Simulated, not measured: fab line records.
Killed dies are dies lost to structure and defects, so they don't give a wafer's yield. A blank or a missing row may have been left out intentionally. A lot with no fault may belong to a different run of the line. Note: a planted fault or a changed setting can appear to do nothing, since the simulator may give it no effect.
One fault seen from 2 desks | flow gf180mcu | every desk sees just its own numbers, and what lay behind them comes last

AT THE TOOL OWNER'S DESK: pvd-sputter-01
At GF_V2_SPUTTER_22 (material TiN, target thk 10 nm, time 40 s) the tool's own readings: per lot run on this tool, the mean of the sampled wafers that have a number. A lot is out of limits, marked OUT, if its mean lies more than 4 standard deviations from the usual mean; the brackets give that distance.
Columns: A = throttle-valve-pct at GF_V2_SPUTTER_22, usual 29.7 %
lot  | first seen here | A
L754 | day 20 16:38    | 29.4
L762 | day 24 08:25    | 29.9
L764 | day 24 11:25    | 29.0
L776 | day 28 06:40    | 29.6
This desk's verdict: no lot among the 4 shows anything out of limits.

THE METROLOGY DESK
What the gauges read, lot by lot, whatever tool the lot ran on: means of the sampled wafers that have a number. A lot is out of limits, marked OUT, if its mean lies more than 4 standard deviations from the usual mean; the brackets give that distance.
Columns: A = cd-nm at GF_V2_CD_MEAS_14, usual 260.1 nm; B = V2_OVL at GF_V2_OVL_MEAS_15, usual -1 nm
lot  | first seen here | A     | B
L754 | day 20 15:45    | 259.2 | -2
L762 | day 24 07:34    | 260.4 | 0
L764 | day 24 10:33    | 261.1 | -2
L770 | day 27 04:16    | 262.0 | -7
L775 | day 27 12:07    | 258.1 | -7
L776 | day 28 05:46    | 259.5 | -0
This desk's verdict: no lot among the 6 shows anything out of limits.

BROUGHT TOGETHER
The desk of the tool owner found nothing out of limits.
At the metrology desk, nothing out of limits was observed.

WHAT THE SIMULATOR HAD PUT IN
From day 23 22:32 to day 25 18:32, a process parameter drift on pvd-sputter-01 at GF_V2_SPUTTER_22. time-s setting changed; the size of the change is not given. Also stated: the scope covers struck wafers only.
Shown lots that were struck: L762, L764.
